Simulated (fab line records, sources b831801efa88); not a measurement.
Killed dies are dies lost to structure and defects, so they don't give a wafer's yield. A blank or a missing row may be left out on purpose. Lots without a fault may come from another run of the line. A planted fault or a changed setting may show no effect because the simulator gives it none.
fab line records | flow sky130
record lots=5 wafers=15 last_day=50
route steps=708 shown RES_PROTECT@215 POLY_GATE@217 LDD_N@237
lots that met no fault: from a run of the same line without faults
start_h: hours from the record's first day to the start of the lot's first wafer shown | wait_h: hours since the lot's step before | " the same as in the row above | L1.1+2: a row that stands for several wafers | - no value, or no start given | * or withheld: withheld | < > ~ a bound
route shown NAME@n: a module of which the file shows steps, and the number in the route of the first | usual: mean/standard deviation of fault-free wafers | same: alike in all rows | chamber/n: place in a boat | sites: the reading at each site | _std_site: their standard deviation | _edge_site: outer sites' mean less inner sites' | radius_mm: how far each site lies from the wafer's centre | mask NAME#n: copy n | behind: the tool/chamber that last shaped the wafer | hold: why the lot was held/for how many hours/how that ended | device: the transistor (n, p or np) that didn't switch | end of line: the same wafers' tests at the end of the route | a step without rows: its recipe alone | killed: dies lost to structure and defects at the first sort, not the wafer's yield | map: a wafer's dies, x killed, . not, _ none there
set.NAME: the setting as run; set.NAME@STEP: as run at that earlier step | model.NAME: the simulator's own value behind a step, which no gauge read
lots at some steps of the route; a table a step, a row a wafer
services: from which hour (start_h, from the record's first day; less than 0 if before it) a tool's chamber was out of use, for how many hours, and why
## steps
# step SKY_RES_PROTECT_TW_MEAS_08
# usual POLY_GATE_TW=4042/36
# columns lot.wafer tool chamber start_h wait_h POLY_GATE_TW
L081.1 film_metro-03 - 389.79 0.1 4048
L081.3 " - " " 4023
L081.5 " - " " 4031
L086.1 film_metro-02 - 443.03 0.1 3989
L086.4 " - " " 4000
L086.5 " - " " 3999
L087.1 film_metro-03 - 448.74 0.1 3992
L087.5 " - " " 4002
L087.6 " - " " 4015
L092.1 film_metro-01 - 493.76 0.1 4091
L092.2 " - " " 4105
L092.6 " - " " 4095
L095.3 film_metro-03 - 516.99 0.1 4051
L095.5 " - " " 4045
L095.6 " - " " 4043
# step SKY_RES_PROTECT_CLEAN_09
# recipe chemistry=SC1/SC2 mix=1:4:20 temp_c=70 time_s=150 dry=n2_spin
# columns lot.wafer tool chamber start_h wait_h
L081.1+3+5 wet_bench-01 1 389.85 0.1
L086.1+4+5 wet_bench-04 2 443.09 0.1
L087.1+5+6 wet_bench-01 2 448.80 0.1
L092.1+2+6 wet_bench-01 2 493.82 0.1
L095.3+5+6 wet_bench-02 3 517.03 0.0
# step SKY_POLY_GATE_CVD_03
# recipe material=Si3N4 precursor=DCS/NH3 target_thk_nm=75 temp_c=770 time_s=1290 pressure_mtorr=250
# columns lot.wafer tool chamber start_h wait_h
L081.1+3+5 lpcvd-02 1 389.90 0.0
L086.1+4+5 lpcvd-02 0 443.41 0.3
L087.1+5+6 lpcvd-02 1 448.85 0.0
L092.1+2+6 lpcvd-02 0 493.96 0.1
L095.3+5+6 lpcvd-02 0 517.08 0.0
# step SKY_POLY_GATE_THK_MEAS_04
# recipe reads=Si3N4_of_POLY_GATE_CVD_03
# usual POLY_GATE_CVD_03_THK=74.9/0.7
# columns lot.wafer tool chamber start_h wait_h POLY_GATE_CVD_03_THK[nm]
L081.1 film_metro-01 - 391.25 0.0 74.8
L081.3 " - " " 75.8
L081.5 " - " " 75.6
L086.1 film_metro-01 - 444.77 0.0 75.8
L086.4 " - " " 75.8
L086.5 " - " " 75.3
L087.1 film_metro-01 - 450.21 0.0 74.4
L087.5 " - " " 73.8
L087.6 " - " " 74.2
L092.1 film_metro-02 - 495.32 0.0 75.3
L092.2 " - " " 75.0
L092.6 " - " " 75.4
L095.3 film_metro-01 - 520.16 0.0 75.7
L095.5 " - " " 75.7
L095.6 " - " " 75.6
# step SKY_POLY_GATE_DEHYDRATE_05
# recipe temp_c=200 time_s=60
# usual plate_temp_C=200.03/0.13
# columns lot.wafer tool chamber start_h wait_h plate_temp_C
L081.1 litho_track-04 0 405.91 14.6 199.95
L081.3 " 0 " " 200.04
L081.5 " 0 " " 199.94
L086.1 litho_track-04 0 459.81 15.0 199.76
L086.4 " 0 " " 199.91
L086.5 " 0 " " 199.91
L087.1 litho_track-03 0 465.27 15.0 199.84
L087.5 " 0 " " 199.96
L087.6 " 0 " " 199.91
L092.1 litho_track-03 0 509.71 14.4 199.92
L092.2 " 0 " " 199.96
L092.6 " 0 " " 200.18
L095.3 litho_track-04 0 535.36 15.2 200.07
L095.5 " 0 " " 199.81
L095.6 " 0 " " 200.05
# step SKY_POLY_GATE_HMDS_06
# recipe prime_time_s=60 prime_temp_c=120
# columns lot.wafer tool chamber start_h wait_h
L081.1+3+5 litho_track-04 0 406.06 0.1
L086.1+4+5 litho_track-04 0 459.96 0.1
L087.1+5+6 litho_track-03 0 465.42 0.1
L092.1+2+6 litho_track-03 0 509.86 0.1
L095.3+5+6 litho_track-04 0 535.51 0.1
# step SKY_POLY_GATE_COAT_07
# recipe resist=BARC temp_c=withheld time_s=withheld spin_rpm=3000 resist_thk_nm=110
# columns lot.wafer tool chamber start_h wait_h
L081.1+3+5 litho_track-04 0 406.21 0.1
L086.1+4+5 litho_track-04 0 460.11 0.1
L087.1+5+6 litho_track-03 0 465.57 0.1
L092.1+2+6 litho_track-03 0 510.01 0.1
L095.3+5+6 litho_track-04 0 535.66 0.1
# step SKY_POLY_GATE_COAT_08
# recipe resist=KrF-thick spin_rpm=3000 resist_thk_nm=450
# columns lot.wafer tool chamber start_h wait_h
L081.1+3+5 litho_track-04 0 - -
L086.1+4+5 litho_track-04 0 - -
L087.1+5+6 litho_track-03 0 - -
L092.1+2+6 litho_track-03 0 - -
L095.3+5+6 litho_track-04 0 - -
# step SKY_POLY_GATE_SOFTBAKE_09
# recipe temp_c=100 time_s=90 resist=KrF-thick
# usual plate_temp_C=100.01/0.12
# columns lot.wafer tool chamber start_h wait_h plate_temp_C
L081.1 litho_track-04 0 - - 99.91
L081.3 " 0 " " 99.98
L081.5 " 0 " " 100.09
L086.1 litho_track-04 0 - - 100.23
L086.4 " 0 " " 100.21
L086.5 " 0 " " 100.07
L087.1 litho_track-03 0 - - 100.01
L087.5 " 0 " " 100.02
L087.6 " 0 " " 99.88
L092.1 litho_track-03 0 - - 100.11
L092.2 " 0 " " 100.05
L092.6 " 0 " " 99.97
L095.3 litho_track-04 0 - - 99.95
L095.5 " 0 " " 99.85
L095.6 " 0 " " 99.92
# step SKY_POLY_GATE_EXPOSE_10
# recipe mask_id=P1M na=0.68 source_shape=conventional sigma_outer=0.6 target_cd_nm=150 dose_mj=28
# usual exposure_dose_mJ_cm2=28.000/0.029 stage_vel_mm_s=500.06/0.24
# columns lot.wafer tool chamber start_h wait_h mask exposure_dose_mJ_cm2 stage_vel_mm_s
L081.1 krf_scanner-01 0 - - P1M#0 28.002 499.82
L081.3 " 0 " " P1M#0 27.987 499.84
L081.5 " 0 " " P1M#0 28.012 500.23
L086.1 krf_scanner-01 0 - - P1M#0 27.975 500.03
L086.4 " 0 " " P1M#0 28.015 499.84
L086.5 " 0 " " P1M#0 27.971 499.81
L087.1 krf_scanner-02 0 - - P1M#0 27.985 500.14
L087.5 " 0 " " P1M#0 28.023 500.08
L087.6 " 0 " " P1M#0 28.023 500.38
L092.1 krf_scanner-01 0 - - P1M#0 28.004 499.79
L092.2 " 0 " " P1M#0 28.014 499.66
L092.6 " 0 " " P1M#0 28.008 499.53
L095.3 krf_scanner-02 0 - - P1M#0 27.963 500.51
L095.5 " 0 " " P1M#0 27.918 500.25
L095.6 " 0 " " P1M#0 27.971 500.15
# step SKY_POLY_GATE_PEB_11
# recipe peb_temp_c=withheld peb_time_s=withheld resist=KrF-thick
# columns lot.wafer tool chamber start_h wait_h
L081.1+3+5 litho_track-04 0 - -
L086.1+4+5 litho_track-02 0 - -
L087.1+5+6 litho_track-03 0 - -
L092.1+2+6 litho_track-04 0 - -
L095.3+5+6 litho_track-04 0 - -
# step SKY_POLY_GATE_DEVELOP_12
# recipe develop_time_s=60 resist=KrF-thick dev_temp_c=21
# columns lot.wafer tool chamber start_h wait_h
L081.1+3+5 litho_track-04 0 - -
L086.1+4+5 litho_track-02 0 - -
L087.1+5+6 litho_track-03 0 - -
L092.1+2+6 litho_track-04 0 - -
L095.3+5+6 litho_track-04 0 - -
# step SKY_POLY_GATE_CD_MEAS_13
# recipe target_cd_nm=150
# usual cd_nm=150.0/1.4
# columns lot.wafer tool chamber start_h wait_h cd_nm
L081.1 cd_sem-01 - 421.21 - 153.3
L081.3 " - " " 151.5
L081.5 " - " " 151.8
L086.1 cd_sem-01 - 475.69 - 148.2
L086.4 " - " " 147.6
L086.5 " - " " 149.7
L087.1 cd_sem-02 - 481.27 - 148.8
L087.5 " - " " 149.7
L087.6 " - " " 148.3
L092.1 cd_sem-01 - 525.96 - 148.8
L092.2 " - " " 149.7
L092.6 " - " " 148.6
L095.3 cd_sem-02 - 551.25 - 152.3
L095.5 " - " " 152.0
L095.6 " - " " 151.5
# step SKY_POLY_GATE_OVL_MEAS_14
# usual POLY_GATE_OVL=1/5.3
# columns lot.wafer tool chamber start_h wait_h POLY_GATE_OVL[nm]
L081.1 overlay-01 - 421.33 0.1 1
L081.3 " - " " -2
L081.5 " - " " -3
L086.1 overlay-02 - 475.81 0.1 7
L086.4 " - " " 3
L086.5 " - " " 12
L087.1 overlay-02 - 481.39 0.1 8
L087.5 " - " " 6
L087.6 " - " " 9
L092.1 overlay-01 - 526.08 0.1 -10
L092.2 " - " " -5
L092.6 " - " " 0
L095.3 overlay-01 - 551.34 0.1 -1
L095.5 " - " " -10
L095.6 " - " " -6
# step SKY_POLY_GATE_ETCH_15
# recipe chemistry=N2/H2 target=BARC ion_energy_ev=200 source_w=500 bias_w=100 pressure_mtorr=30 n2_flow_sccm=100 h2_flow_sccm=200 stop_on=SiO2 time_s=118.5 target_depth_a=1100
# usual drypump_motor_current_A=5.75/0.29 oes_product_au=0.716/0.0045 throttle_valve_pct=13.213/0.0093
# columns lot.wafer tool chamber start_h wait_h drypump_motor_current_A oes_product_au rf_hours_counter_h throttle_valve_pct
L081.1 rie_diel-04 3 421.37 0.0 6.04 0.714 7 13.223
L081.3 " 1 " " 5.80 0.718 86 13.212
L081.5 " 2 " " 5.73 0.715 - 13.212
L086.1 rie_diel-04 2 475.84 0.0 5.74 0.719 7 13.204
L086.4 " 3 " " 6.03 0.718 8 13.216
L086.5 " 3 " " 6.03 0.713 - 13.206
L087.1 rie_diel-04 1 481.42 0.0 5.83 0.719 87 13.215
L087.5 " 3 " " 6.03 0.716 - 13.191
L087.6 " 2 " " 5.75 0.716 - 13.209
L092.1 rie_diel-04 2 526.12 0.0 5.74 0.721 8 13.217
L092.2 " 3 " " 6.00 0.715 9 13.204
L092.6 " 0 " " 5.85 0.709 - 13.207
L095.3 rie_diel-01 2 551.37 0.0 6.19 0.720 11 13.214
L095.5 " 3 " " 5.34 0.711 - 13.206
L095.6 " 0 " " 5.38 0.714 - 13.227
# step SKY_POLY_GATE_ETCH_16
# recipe stop_on=poly-Si chemistry=CH3F/O2 target=Si3N4 source_w=400 bias_w=80 pressure_mtorr=25 ch3f_flow_sccm=40 O2_flow_sccm=30 time_s=147.5 target_depth_a=750
# usual drypump_motor_current_A=5.74/0.29 oes_product_au=0.640/0.0053 throttle_valve_pct=10.537/0.0088
# columns lot.wafer tool chamber start_h wait_h drypump_motor_current_A oes_product_au rf_hours_counter_h throttle_valve_pct
L081.1 rie_diel-04 3 421.45 0.0 6.05 0.641 7 10.541
L081.3 " 1 " " 5.78 0.639 86 10.527
L081.5 " 2 " " 5.74 0.649 - 10.548
L086.1 rie_diel-04 2 475.92 0.0 5.71 0.640 7 10.544
L086.4 " 3 " " 6.03 0.645 8 10.540
L086.5 " 3 " " 6.04 0.643 - 10.545
L087.1 rie_diel-04 1 481.50 0.0 5.82 0.628 87 10.539
L087.5 " 3 " " 6.03 0.637 - 10.542
L087.6 " 2 " " 5.70 0.636 - 10.520
L092.1 rie_diel-04 2 526.20 0.0 5.75 0.640 8 10.537
L092.2 " 3 " " 6.05 0.638 9 10.535
L092.6 " 0 " " 5.85 0.635 - 10.524
L095.3 rie_diel-01 2 551.45 0.0 6.17 0.637 11 10.533
L095.5 " 3 " " 5.36 0.651 - 10.551
L095.6 " 0 " " 5.39 0.644 - 10.534
# step SKY_POLY_GATE_ETCH_17
# recipe target_depth_nm=180 stop_on=SiO2 over_etch_frac=0.56667 chemistry=HBr/Cl2 target=poly-Si icp_w=400 bias_w=100 pressure_mtorr=10 HBr_flow_sccm=150 Cl2_flow_sccm=50 time_s=70.5
# usual drypump_motor_current_A=5.6/0.51 oes_product_au=0.988/0.0081 throttle_valve_pct=33.684/0.0088
# columns lot.wafer tool chamber start_h wait_h drypump_motor_current_A oes_product_au rf_hours_counter_h throttle_valve_pct
L081.1 rie_si-02 0 421.55 0.0 5.8 1.000 34 33.677
L081.3 " 1 " " 5.1 0.989 62 33.679
L081.5 " 1 " " 5.1 0.992 - 33.669
L086.1 rie_si-02 0 476.02 0.0 5.8 1.001 34 33.677
L086.4 " 0 " " 5.9 0.997 - 33.675
L086.5 " 2 " " 6.1 0.997 - 33.674
L087.1 rie_si-01 0 481.60 0.0 5.2 0.976 5 33.687
L087.5 " 1 " " 5.4 0.977 - 33.691
L087.6 " 0 " " 5.1 0.981 - 33.689
L092.1 rie_si-02 2 526.30 0.0 6.1 0.981 1 33.679
L092.2 " 3 " " 5.9 0.982 7 33.680
L092.6 " 3 " " 5.9 0.983 - 33.686
L095.3 rie_si-02 2 551.55 0.0 6.1 0.986 1 33.686
L095.5 " 2 " " 6.1 0.987 - 33.670
L095.6 " 3 " " 5.9 0.992 - 33.684
# step SKY_POLY_GATE_STRIP_18
# recipe chemistry=O2/N2 power_w=1400 pressure_mtorr=1500 platen_temp_c=withheld o2_flow_sccm=3000 n2_flow_sccm=300 overash_fraction=0.5
# usual drypump_motor_current_A=5.70/0.28 oes_product_au=0.361/0.0049 strip_time_to_endpoint_s=3.17/0.038
# columns lot.wafer tool chamber start_h wait_h drypump_motor_current_A oes_product_au rf_hours_counter_h strip_time_to_endpoint_s
L081.1 plasma_asher-02 1 421.61 0.0 6.00 0.356 69 3.09
L081.3 " 1 " " 6.01 0.366 - 3.22
L081.5 " 0 " " 5.62 0.355 - 3.19
L086.1 plasma_asher-03 1 476.08 0.0 5.88 0.357 68 3.15
L086.4 " 1 " " 5.87 0.354 - 3.10
L086.5 " 1 " " 5.89 0.370 - 3.13
L087.1 plasma_asher-04 1 481.66 0.0 6.02 0.360 5 3.18
L087.5 " 1 " " 6.00 0.360 - 3.16
L087.6 " 0 " " 5.25 0.348 - 3.15
L092.1 plasma_asher-03 0 526.36 0.0 5.54 0.361 73 3.25
L092.2 " 1 " " 5.92 0.356 73 3.18
L092.6 " 0 " " 5.51 0.360 - 3.15
L095.3 plasma_asher-03 1 551.64 0.1 5.94 0.364 - 3.18
L095.5 " 0 " " 5.51 0.361 - 3.18
L095.6 " 1 " " 5.92 0.364 - 3.19
# step SKY_POLY_GATE_CLEAN_19
# recipe chemistry=SC1/SC2 mix=1:4:20 temp_c=70 time_s=150 dry=n2_spin
# columns lot.wafer tool chamber start_h wait_h
L081.1+3+5 wet_bench-02 2 421.71 0.1
L086.1+4+5 wet_bench-02 2 476.18 0.1
L087.1+5+6 wet_bench-04 2 481.76 0.1
L092.1+2+6 wet_bench-03 0 526.46 0.1
L095.3+5+6 wet_bench-02 2 551.71 0.0
# step SKY_POLY_GATE_OXIDATION_20
# recipe temp_c=850 ambient=O2 stabilise_s=600 purge_s=300 target_thk_a=40 ox_time_s=899
# same ox_time_s=899
# columns lot.wafer tool chamber start_h wait_h
L081.1+3+5 furnace-01 0 422.58 0.8
L086.1+4+5 furnace-02 0 476.51 0.3
L087.1+5+6 furnace-01 0 481.81 0.0
L092.1+2+6 furnace-01 0 526.95 0.4
L095.3+5+6 furnace-01 0 555.24 3.5
# step SKY_POLY_GATE_THK_MEAS_21
# recipe reads=SiO2_of_POLY_GATE_OXIDATION_20
# usual POLY_GATE_OXIDATION_THK=4.03/0.079
# columns lot.wafer tool chamber start_h wait_h POLY_GATE_OXIDATION_THK[nm]
L081.1 film_metro-01 - 423.83 0.0 3.99
L081.3 " - " " 4.02
L081.5 " - " " 4.08
L086.1 film_metro-01 - 477.76 0.0 4.04
L086.4 " - " " 4.02
L086.5 " - " " 4.04
L087.1 film_metro-01 - 483.06 0.0 4.06
L087.5 " - " " 4.06
L087.6 " - " " 4.01
L092.1 film_metro-02 - 528.20 0.0 4.13
L092.2 " - " " 4.02
L092.6 " - " " 4.06
L095.3 film_metro-02 - 556.51 0.0 4.09
L095.5 " - " " 4.10
L095.6 " - " " 4.06
# step SKY_POLY_GATE_CD_MEAS_22
# usual cd_nm=149.4/2.3
# columns lot.wafer tool chamber start_h wait_h cd_nm
L081.1 cd_sem-02 - 423.89 0.1 154.3
L081.3 " - " " 151.1
L081.5 " - " " 153.6
L086.1 cd_sem-01 - 477.82 0.1 146.3
L086.4 " - " " 145.1
L086.5 " - " " 149.0
L087.1 cd_sem-01 - 483.12 0.1 149.2
L087.5 " - " " 148.6
L087.6 " - " " 147.8
L092.1 cd_sem-02 - 528.26 0.1 146.8
L092.2 " - " " 146.2
L092.6 " - " " 148.1
L095.3 cd_sem-01 - 556.60 0.1 148.1
L095.5 " - " " 152.8
L095.6 " - " " 153.2
# step SKY_LDD_N_DEHYDRATE_00
# recipe temp_c=200 time_s=60
# usual plate_temp_C=200.00/0.15
# columns lot.wafer tool chamber start_h wait_h plate_temp_C
L081.1 litho_track-01 0 439.38 15.5 199.70
L081.3 " 0 " " 200.00
L081.5 " 0 " " 199.96
L086.1 litho_track-01 0 492.73 14.9 200.21
L086.4 " 0 " " 199.99
L086.5 " 0 " " 199.80
L087.1 litho_track-01 0 497.93 14.8 200.17
L087.5 " 0 " " 200.31
L087.6 " 0 " " 200.08
L092.1 litho_track-01 0 542.93 14.6 199.94
L092.2 " 0 " " 200.16
L092.6 " 0 " " 199.83
L095.3 litho_track-01 0 570.73 14.1 200.10
L095.5 " 0 " " 199.96
L095.6 " 0 " " 200.17
# step SKY_LDD_N_HMDS_01
# recipe prime_time_s=60 prime_temp_c=120
# columns lot.wafer tool chamber start_h wait_h
L081.1+3+5 litho_track-01 0 439.53 0.1
L086.1+4+5 litho_track-01 0 492.88 0.1
L087.1+5+6 litho_track-01 0 498.08 0.1
L092.1+2+6 litho_track-01 0 543.08 0.1
L095.3+5+6 litho_track-01 0 570.88 0.1
# step SKY_LDD_N_COAT_02
# recipe resist=NOVOLAK spin_rpm=3000 resist_thk_nm=300
# columns lot.wafer tool chamber start_h wait_h
L081.1+3+5 litho_track-01 0 439.68 0.1
L086.1+4+5 litho_track-01 0 493.03 0.1
L087.1+5+6 litho_track-01 0 498.23 0.1
L092.1+2+6 litho_track-01 0 543.23 0.1
L095.3+5+6 litho_track-01 0 571.03 0.1
# step SKY_LDD_N_SOFTBAKE_03
# recipe temp_c=90 time_s=60 resist=NOVOLAK
# usual plate_temp_C=90.00/0.12
# columns lot.wafer tool chamber start_h wait_h plate_temp_C
L081.1 litho_track-01 0 439.83 0.1 90.09
L081.3 " 0 " " 90.13
L081.5 " 0 " " 90.00
L086.1 litho_track-01 0 493.18 0.1 90.15
L086.4 " 0 " " 90.22
L086.5 " 0 " " 89.93
L087.1 litho_track-01 0 498.38 0.1 90.16
L087.5 " 0 " " 90.23
L087.6 " 0 " " 90.12
L092.1 litho_track-01 0 543.38 0.1 89.70
L092.2 " 0 " " 90.01
L092.6 " 0 " " 89.91
L095.3 litho_track-01 0 571.18 0.1 90.08
L095.5 " 0 " " 90.15
L095.6 " 0 " " 90.04
# step SKY_LDD_N_EXPOSE_04
# recipe mask_id=NTM target_cd_nm=840 na=0.6 source_shape=conventional sigma_outer=0.6 dose_mj=110
# usual exposure_dose_mJ_cm2=110.02/0.11 stage_vel_mm_s=500.00/0.26
# columns lot.wafer tool chamber start_h wait_h mask exposure_dose_mJ_cm2 stage_vel_mm_s
L081.1 iline_stepper-01 0 - - NTM#0 110.03 499.91
L081.3 " 0 " " NTM#0 110.04 499.65
L081.5 " 0 " " NTM#0 110.01 499.53
L086.1 iline_stepper-02 0 - - NTM#0 110.13 500.41
L086.4 " 0 " " NTM#0 110.08 500.62
L086.5 " 0 " " NTM#0 110.12 500.14
L087.1 iline_stepper-01 0 - - NTM#0 109.98 499.78
L087.5 " 0 " " NTM#0 109.93 499.85
L087.6 " 0 " " NTM#0 110.22 499.42
L092.1 iline_stepper-02 0 - - NTM#0 110.12 499.95
L092.2 " 0 " " NTM#0 109.87 499.82
L092.6 " 0 " " NTM#0 110.12 499.59
L095.3 iline_stepper-02 0 - - NTM#0 110.07 500.05
L095.5 " 0 " " NTM#0 110.09 500.03
L095.6 " 0 " " NTM#0 110.11 500.15
# step SKY_LDD_N_PEB_05
# recipe temp_c=withheld time_s=* resist=NOVOLAK
# columns lot.wafer tool chamber start_h wait_h
L081.1+3+5 litho_track-01 0 - -
L086.1+4+5 litho_track-04 0 - -
L087.1+5+6 litho_track-03 0 - -
L092.1+2+6 litho_track-03 0 - -
L095.3+5+6 litho_track-03 0 - -
# step SKY_LDD_N_DEVELOP_06
# recipe develop_time_s=60 dev_temp_c=23
# columns lot.wafer tool chamber start_h wait_h
L081.1+3+5 litho_track-01 0 455.38 0.1
L086.1+4+5 litho_track-04 0 508.11 0.1
L087.1+5+6 litho_track-03 0 513.46 0.1
L092.1+2+6 litho_track-03 0 557.31 0.1
L095.3+5+6 litho_track-03 0 585.96 0.1
# step SKY_LDD_N_OVL_MEAS_07
# usual LDD_N_OVL=-1.4/1.2
# columns lot.wafer tool chamber start_h wait_h LDD_N_OVL[nm]
L081.1 overlay-02 - 455.53 0.1 -1.8
L081.3 " - " " -2.7
L081.5 " - " " -1.7
L086.1 overlay-01 - 508.26 0.1 -1.9
L086.4 " - " " -1.1
L086.5 " - " " -1.0
L087.1 overlay-02 - 513.61 0.1 -3.5
L087.5 " - " " -4.1
L087.6 " - " " -3.7
L092.1 overlay-02 - 557.46 0.1 -1.5
L092.2 " - " " -2.8
L092.6 " - " " -1.7
L095.3 overlay-01 - 586.08 0.1 -1.0
L095.5 " - " " -2.6
L095.6 " - " " -1.6
# step SKY_LDD_N_IMPLANT_08
# recipe species=As energy_kev=20 dose_cm2=7.5e+13 tilt_deg=withheld rotation_deg=23
# columns lot.wafer tool chamber start_h wait_h
L081.1+3+5 implanter-04 0 455.57 0.0
L086.1+4+5 implanter-01 0 508.30 0.0
L087.1+5+6 implanter-04 0 513.65 0.0
L092.1+2+6 implanter-01 0 557.50 0.0
L095.3+5+6 implanter-04 0 586.15 0.1
# step SKY_LDD_N_IMPLANT_09
# recipe species=As energy_kev=20 dose_cm2=7.5e+13 tilt_deg=withheld rotation_deg=113
# columns lot.wafer tool chamber start_h wait_h
L081.1+3+5 implanter-04 0 455.72 0.1
L086.1+4+5 implanter-01 0 508.45 0.1
L087.1+5+6 implanter-04 0 513.80 0.1
L092.1+2+6 implanter-01 0 557.65 0.1
L095.3+5+6 implanter-04 0 586.30 0.1
# step SKY_LDD_N_IMPLANT_10
# recipe species=As energy_kev=20 dose_cm2=7.5e+13 tilt_deg=withheld rotation_deg=203
# columns lot.wafer tool chamber start_h wait_h
L081.1+3+5 implanter-04 0 455.87 0.1
L086.1+4+5 implanter-01 0 508.60 0.1
L087.1+5+6 implanter-04 0 513.95 0.1
L092.1+2+6 implanter-01 0 557.80 0.1
L095.3+5+6 implanter-04 0 586.45 0.1
# step SKY_LDD_N_IMPLANT_11
# recipe species=As energy_kev=20 dose_cm2=7.5e+13 tilt_deg=withheld rotation_deg=293
# columns lot.wafer tool chamber start_h wait_h
L081.1+3+5 implanter-04 0 456.02 0.1
L086.1+4+5 implanter-01 0 508.75 0.1
L087.1+5+6 implanter-04 0 514.10 0.1
L092.1+2+6 implanter-01 0 557.95 0.1
L095.3+5+6 implanter-04 0 586.60 0.1
# step SKY_LDD_N_IMPLANT_12
# recipe species=BF2 energy_kev=50 dose_cm2=5e+12 tilt_deg=30 rotation_deg=0
# usual tilt_deg=30.004/0.022
# columns lot.wafer tool chamber start_h wait_h tilt_deg
L081.1 implanter-04 0 456.17 0.1 30.003
L081.3 " 0 " " 30.015
L081.5 " 0 " " 30.019
L086.1 implanter-01 0 508.90 0.1 30.038
L086.4 " 0 " " 30.025
L086.5 " 0 " " 30.027
L087.1 implanter-04 0 514.25 0.1 29.972
L087.5 " 0 " " 29.991
L087.6 " 0 " " 29.966
L092.1 implanter-01 0 558.10 0.1 30.001
L092.2 " 0 " " 30.003
L092.6 " 0 " " 30.004
L095.3 implanter-04 0 586.75 0.1 29.976
L095.5 " 0 " " 29.981
L095.6 " 0 " " 29.993
# step SKY_LDD_N_IMPLANT_13
# recipe species=BF2 energy_kev=50 dose_cm2=5e+12 tilt_deg=30 rotation_deg=90
# usual tilt_deg=30.001/0.023
# columns lot.wafer tool chamber start_h wait_h tilt_deg
L081.1 implanter-04 0 456.32 0.1 30.012
L081.3 " 0 " " 30.022
L081.5 " 0 " " 29.982
L086.1 implanter-01 0 509.05 0.1 29.991
L086.4 " 0 " " 30.021
L086.5 " 0 " " 30.015
L087.1 implanter-04 0 514.40 0.1 29.985
L087.5 " 0 " " 30.031
L087.6 " 0 " " 29.976
L092.1 implanter-01 0 558.25 0.1 30.003
L092.2 " 0 " " 30.015
L092.6 " 0 " " 29.984
L095.3 implanter-04 0 586.90 0.1 30.009
L095.5 " 0 " " 30.019
L095.6 " 0 " " 29.991
# step SKY_LDD_N_IMPLANT_14
# recipe species=BF2 energy_kev=50 dose_cm2=5e+12 tilt_deg=30 rotation_deg=180
# usual tilt_deg=30.000/0.019
# columns lot.wafer tool chamber start_h wait_h tilt_deg
L081.1 implanter-04 0 456.47 0.1 29.975
L081.3 " 0 " " 30.006
L081.5 " 0 " " 30.001
L086.1 implanter-01 0 509.20 0.1 29.986
L086.4 " 0 " " 29.974
L086.5 " 0 " " 30.005
L087.1 implanter-04 0 514.55 0.1 30.023
L087.5 " 0 " " 29.996
L087.6 " 0 " " 29.987
L092.1 implanter-01 0 558.40 0.1 30.015
L092.2 " 0 " " 29.984
L092.6 " 0 " " 29.986
L095.3 implanter-04 0 587.05 0.1 29.979
L095.5 " 0 " " 29.986
L095.6 " 0 " " 29.963
# step SKY_LDD_N_IMPLANT_15
# recipe species=BF2 energy_kev=50 dose_cm2=5e+12 tilt_deg=30 rotation_deg=270
# usual tilt_deg=30.001/0.02
# columns lot.wafer tool chamber start_h wait_h tilt_deg
L081.1 implanter-04 0 456.62 0.1 30.037
L081.3 " 0 " " 30.037
L081.5 " 0 " " 30.021
L086.1 implanter-01 0 509.35 0.1 30.007
L086.4 " 0 " " 29.990
L086.5 " 0 " " 30.022
L087.1 implanter-04 0 514.70 0.1 30.004
L087.5 " 0 " " 30.014
L087.6 " 0 " " 30.016
L092.1 implanter-01 0 558.55 0.1 29.980
L092.2 " 0 " " 29.993
L092.6 " 0 " " 30.017
L095.3 implanter-04 0 587.20 0.1 30.030
L095.5 " 0 " " 30.002
L095.6 " 0 " " 29.996
# step SKY_LDD_N_STRIP_16
# recipe chemistry=O2/N2 power_w=1400 pressure_mtorr=1500 platen_temp_c=withheld o2_flow_sccm=3000 n2_flow_sccm=300 overash_fraction=0.5
# usual drypump_motor_current_A=5.9/0.41 oes_product_au=0.406/0.0042 strip_time_to_endpoint_s=4.314/0.015
# columns lot.wafer tool chamber start_h wait_h drypump_motor_current_A oes_product_au rf_hours_counter_h strip_time_to_endpoint_s
L081.1 plasma_asher-01 0 456.77 0.1 6.3 0.403 34 4.325
L081.3 " 0 " " 6.3 0.403 - 4.337
L081.5 " 1 " " 6.5 0.398 - 4.330
L086.1 plasma_asher-01 0 509.50 0.1 6.2 0.407 40 4.309
L086.4 " 0 " " 6.2 0.401 - 4.310
L086.5 " 0 " " 6.2 0.397 - 4.293
L087.1 plasma_asher-04 0 514.85 0.1 5.3 0.414 9 4.288
L087.5 " 1 " " 6.0 0.405 - 4.289
L087.6 " 0 " " 5.3 0.406 - 4.301
L092.1 plasma_asher-04 0 558.70 0.1 5.2 0.406 14 4.321
L092.2 " 1 " " 6.0 0.415 14 4.320
L092.6 " 0 " " 5.3 0.405 - 4.315
L095.3 plasma_asher-01 1 587.33 0.1 6.5 0.418 - 4.351
L095.5 " 1 " " 6.5 0.413 - 4.333
L095.6 " 0 " " 6.3 0.406 - 4.316
# step SKY_LDD_N_TW_MEAS_17
# usual LDD_N_TW=2591/26
# columns lot.wafer tool chamber start_h wait_h LDD_N_TW
L081.1 film_metro-03 - 456.87 0.1 2583
L081.3 " - " " 2585
L081.5 " - " " 2585
L086.1 film_metro-03 - 509.60 0.1 2595
L086.4 " - " " 2589
L086.5 " - " " 2585
L087.1 film_metro-01 - 514.95 0.1 2617
L087.5 " - " " 2616
L087.6 " - " " 2623
L092.1 film_metro-01 - 558.80 0.1 2631
L092.2 " - " " 2645
L092.6 " - " " 2629
L095.3 film_metro-03 - 587.42 0.1 2556
L095.5 " - " " 2554
L095.6 " - " " 2559
## services
# columns tool chamber start_h hours kind
rie_si-02 1 372.93 3.8 repair
implanter-01 - 378.60 3.9 pm
implanter-04 - 380.70 0.7 repair
plasma_asher-04 - 388.27 2.8 repair
wet_bench-01 - 393.36 4.4 pm
plasma_asher-04 - 409.57 0.5 repair
krf_scanner-01 - 412.30 0.8 pm
implanter-01 - 425.02 2.9 pm
furnace-01 - 433.80 2.5 pm
furnace-01 - 454.60 4.6 pm
rie_diel-04 0 455.25 2.1 repair
rie_si-02 1 490.70 2.3 repair
implanter-01 - 496.19 3.5 repair
rie_si-02 3 507.69 8.5 repair
rie_si-02 0 513.35 1.4 repair
rie_diel-04 - 520.76 4.3 pm
rie_diel-04 - 529.73 0.8 repair
furnace-01 - 531.48 11.1 repair
implanter-04 - 533.28 1.2 repair
rie_si-02 - 539.58 0.3 repair
implanter-04 - 556.03 6.3 pm
furnace-01 - 565.06 7.2 pm
implanter-04 - 570.14 2.0 repair
implanter-04 - 572.09 3.3 pm
## key
fault none
